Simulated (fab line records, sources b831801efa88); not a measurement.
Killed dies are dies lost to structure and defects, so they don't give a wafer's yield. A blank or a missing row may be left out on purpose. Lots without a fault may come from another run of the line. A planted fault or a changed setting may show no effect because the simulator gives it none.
Which tool did it? | flow sky130 | 12 lots, 36 wafers sampled, at 5 steps of a route of 708

WHAT THE GAUGES READ, wafer by wafer
The record holds no reading of a measuring or inspecting step that can be judged against a usual standard deviation.

WHICH TOOL RAN EACH LOT (tool, then ch and the chambers of the sampled wafers, then the start)
lot  | SKY_METAL4_SPUTTER_04        | SKY_VIA4_SPUTTER_17          | SKY_METAL5_SPUTTER_03        | SKY_PAD_OPEN_ETCH_07               | SKY_PAD_OPEN_PROBE_99
L324 | pvd_sputter-04, day 40 23:46 | pvd_sputter-04, day 44 00:02 | pvd_sputter-02, day 44 00:50 | rie_diel-04 ch 0,1,3, day 46 17:44 | -
L325 | pvd_sputter-04, day 41 07:11 | pvd_sputter-04, day 44 06:24 | pvd_sputter-02, day 44 07:11 | rie_diel-02 ch 0,1,2, day 46 22:30 | -
L326 | pvd_sputter-03, day 41 23:24 | pvd_sputter-02, day 44 22:26 | pvd_sputter-01, day 44 23:21 | rie_diel-04 ch 0,2,3, day 47 14:44 | -
L327 | pvd_sputter-04, day 42 00:31 | pvd_sputter-01, day 44 22:47 | pvd_sputter-03, day 44 23:39 | rie_diel-01 ch 1,2, day 47 15:23   | -
L328 | pvd_sputter-01, day 42 03:01 | pvd_sputter-01, day 45 01:47 | pvd_sputter-03, day 45 02:35 | rie_diel-04 ch 0,1,2, day 47 17:09 | -
L331 | pvd_sputter-04, day 42 05:36 | pvd_sputter-04, day 45 03:38 | pvd_sputter-02, day 45 04:25 | rie_diel-02 ch 1,3, day 47 19:15   | -
L332 | pvd_sputter-01, day 42 21:01 | pvd_sputter-04, day 45 18:00 | pvd_sputter-01, day 45 18:47 | rie_diel-02 ch 0,1,3, day 48 08:50 | prober-01, day 48 11:10
L333 | pvd_sputter-04, day 43 00:43 | pvd_sputter-04, day 45 21:00 | pvd_sputter-01, day 45 21:53 | rie_diel-02 ch 0,1,3, day 48 11:09 | prober-02, day 48 13:28
L334 | pvd_sputter-01, day 43 04:34 | pvd_sputter-02, day 46 00:50 | pvd_sputter-01, day 46 01:38 | rie_diel-02 ch 0,3, day 48 14:38   | -
L335 | pvd_sputter-01, day 43 15:54 | pvd_sputter-04, day 46 10:16 | pvd_sputter-03, day 46 11:04 | rie_diel-01 ch 1,2, day 48 22:45   | -
L337 | pvd_sputter-01, day 43 23:38 | pvd_sputter-02, day 46 19:12 | pvd_sputter-02, day 46 19:59 | rie_diel-01 ch 0,3, day 49 06:39   | -
L343 | pvd_sputter-01, day 45 15:52 | pvd_sputter-04, day 48 07:20 | pvd_sputter-03, day 48 08:08 | rie_diel-01 ch 0,1, day 50 11:05   | prober-01, day 50 13:26
- SKY_METAL4_SPUTTER_04: material TiN, target thk 70 nm, time 58.3 s.
- SKY_VIA4_SPUTTER_17: material TiN, target thk 20 nm, time 80 s.
- SKY_METAL5_SPUTTER_03: material Ti, target thk 5 nm, time 3.3 s.
- SKY_PAD_OPEN_ETCH_07: etches the open film in CF4/O2, stops on AlCu, target depth 725 nm, time 161.1 s.
- SKY_PAD_OPEN_PROBE_99

WHAT THE TOOLS THEMSELVES READ (means of the sampled wafers that have a number; where no wafer has one, the mark that the record gives instead)
SKY_METAL4_SPUTTER_04. Usual: throttle_valve_pct 29.7 %, standard deviation 0.66.
lot  | tool           | throttle_valve_pct (%) | flag
L324 | pvd_sputter-04 | 29.9                   |
L325 | pvd_sputter-04 | 29.9                   |
L326 | pvd_sputter-03 | 29.5                   |
L327 | pvd_sputter-04 | 29.9                   |
L328 | pvd_sputter-01 | 30.0                   |
L331 | pvd_sputter-04 | 30.1                   |
L332 | pvd_sputter-01 | 29.5                   |
L333 | pvd_sputter-04 | 29.9                   |
L334 | pvd_sputter-01 | 30.3                   |
L335 | pvd_sputter-01 | 28.7                   |
L337 | pvd_sputter-01 | 30.1                   |
L343 | pvd_sputter-01 | 29.6                   |

SKY_VIA4_SPUTTER_17. Usual: throttle_valve_pct 30.2 %, standard deviation 0.67.
lot  | tool           | throttle_valve_pct (%) | flag
L324 | pvd_sputter-04 | 30.2                   |
L325 | pvd_sputter-04 | 29.8                   |
L326 | pvd_sputter-02 | 30.7                   |
L327 | pvd_sputter-01 | 30.3                   |
L328 | pvd_sputter-01 | 29.7                   |
L331 | pvd_sputter-04 | 29.9                   |
L332 | pvd_sputter-04 | 30.1                   |
L333 | pvd_sputter-04 | 29.7                   |
L334 | pvd_sputter-02 | 30.0                   |
L335 | pvd_sputter-04 | 30.2                   |
L337 | pvd_sputter-02 | 30.6                   |
L343 | pvd_sputter-04 | 30.2                   |

SKY_METAL5_SPUTTER_03. Usual: throttle_valve_pct 29.7 %, standard deviation 0.92.
lot  | tool           | throttle_valve_pct (%) | flag
L324 | pvd_sputter-02 | 30.2                   |
L325 | pvd_sputter-02 | 31.0                   |
L326 | pvd_sputter-01 | 29.4                   |
L327 | pvd_sputter-03 | 29.4                   |
L328 | pvd_sputter-03 | 28.9                   |
L331 | pvd_sputter-02 | 30.4                   |
L332 | pvd_sputter-01 | 30.0                   |
L333 | pvd_sputter-01 | 30.4                   |
L334 | pvd_sputter-01 | 29.2                   |
L335 | pvd_sputter-03 | 29.8                   |
L337 | pvd_sputter-02 | 30.3                   |
L343 | pvd_sputter-03 | 29.5                   |

SKY_PAD_OPEN_ETCH_07. Usual: drypump_motor_current_A 5.7 A, standard deviation 0.4; oes_product_au 0.977 a.u., standard deviation 0.0069; throttle_valve_pct 5.964 %, standard deviation 0.0089.
lot  | tool        | drypump_motor_current_A (A) | oes_product_au (a.u.) | throttle_valve_pct (%) | flag
L324 | rie_diel-04 | 5.4                         | 0.976                 | 5.973                  |
L325 | rie_diel-02 | 6.0                         | 0.974                 | 5.951                  |
L326 | rie_diel-04 | 5.3                         | 0.980                 | 5.964                  |
L327 | rie_diel-01 | 5.8                         | 0.970                 | 5.965                  |
L328 | rie_diel-04 | 5.4                         | 0.983                 | 5.967                  |
L331 | rie_diel-02 | 6.2                         | 0.970                 | 5.971                  |
L332 | rie_diel-02 | 6.2                         | 0.970                 | 5.960                  |
L333 | rie_diel-02 | 6.2                         | 0.974                 | 5.958                  |
L334 | rie_diel-02 | 6.1                         | 0.987                 | 5.970                  |
L335 | rie_diel-01 | 5.8                         | 0.980                 | 5.968                  |
L337 | rie_diel-01 | 5.7                         | 0.973                 | 5.961                  |
L343 | rie_diel-01 | 5.2                         | 0.973                 | 5.961                  |

SKY_PAD_OPEN_PROBE_99. Usual: defect_limited_yield 82.3 %, standard deviation 2.1; killed_at_M0_to_M3 43, standard deviation 7.4; killed_at_M4_up 3.1, standard deviation 1.8; killed_at_contacts 26, standard deviation 5.6; killed_at_front_end 15, standard deviation 4.9; killed_at_other 0.2, standard deviation 0.44; killed_dies 87, standard deviation 10; killed_open 48, standard deviation 7.6; killed_short 39, standard deviation 6.2; sort_bin_3_pad_short 0.9 %, standard deviation 0.43; sort_bin_5_function 10.5 %, standard deviation 1.5; sort_bin_6_memory 6.3 %, standard deviation 1.2; sort_n_pass 405, standard deviation 10; sort_yield_pct 82.3 %, standard deviation 2.1.
lot  | tool      | defect_limited_yield (%) | killed_at_M0_to_M3 | killed_at_M4_up | killed_at_contacts | killed_at_front_end | killed_at_other | killed_dies | killed_open | killed_short | sort_bin_3_pad_short (%) | sort_bin_5_function (%) | sort_bin_6_memory (%) | sort_n_pass | sort_yield_pct (%) | flag
L332 | prober-01 | 83.8                     | 41                 | 2.7             | 20                 | 16                  | 0.3             | 79          | 36          | 42           | 0.6                      | 10.2                    | 5.4                   | 413         | 83.8               |
L333 | prober-02 | 80.6                     | 50                 | 2.7             | 30                 | 13                  | 0.0             | 96          | 59          | 36           | 0.9                      | 11.7                    | 6.8                   | 396         | 80.6               |
L343 | prober-01 | 80.7                     | 39                 | 19.3            | 27                 | 9                   | 0.0             | 95          | 44          | 35           | 1.1                      | 12.1                    | 6.1                   | 397         | 80.7               | OFF

THE ANSWER, worked out from the rows above alone
Rule: a lot is off if the mean of its wafers that have a number lies more than 3 standard deviations from the usual mean. A lot without any number at a reading at which 4 lots or more have one is off too. The other lots that the step has rows for count as sound. The gauges are gone through in route order, then the tools' own readings, and for those a lot's mean is taken as printed above. The first step at which some lot is off is used, and at that step the reading that is off furthest; a lot without a number counts as furthest.
Off: L343, at SKY_PAD_OPEN_PROBE_99 (killed_at_M4_up). Neither off nor sound, because the step has no rows for them: L324, L325, L326, L327, L328, L331, L334, L335, L337.
A tool fits if, at that step or a process step before it, it ran every lot that is off, and no sound lot after the first of them. Can't be told from this: 5 tools fit, pvd_sputter-01 at SKY_METAL4_SPUTTER_04, pvd_sputter-04 at SKY_VIA4_SPUTTER_17, pvd_sputter-03 at SKY_METAL5_SPUTTER_03, rie_diel-01 at SKY_PAD_OPEN_ETCH_07, prober-01 at SKY_PAD_OPEN_PROBE_99.

WHAT THE SIMULATOR HAD PUT IN
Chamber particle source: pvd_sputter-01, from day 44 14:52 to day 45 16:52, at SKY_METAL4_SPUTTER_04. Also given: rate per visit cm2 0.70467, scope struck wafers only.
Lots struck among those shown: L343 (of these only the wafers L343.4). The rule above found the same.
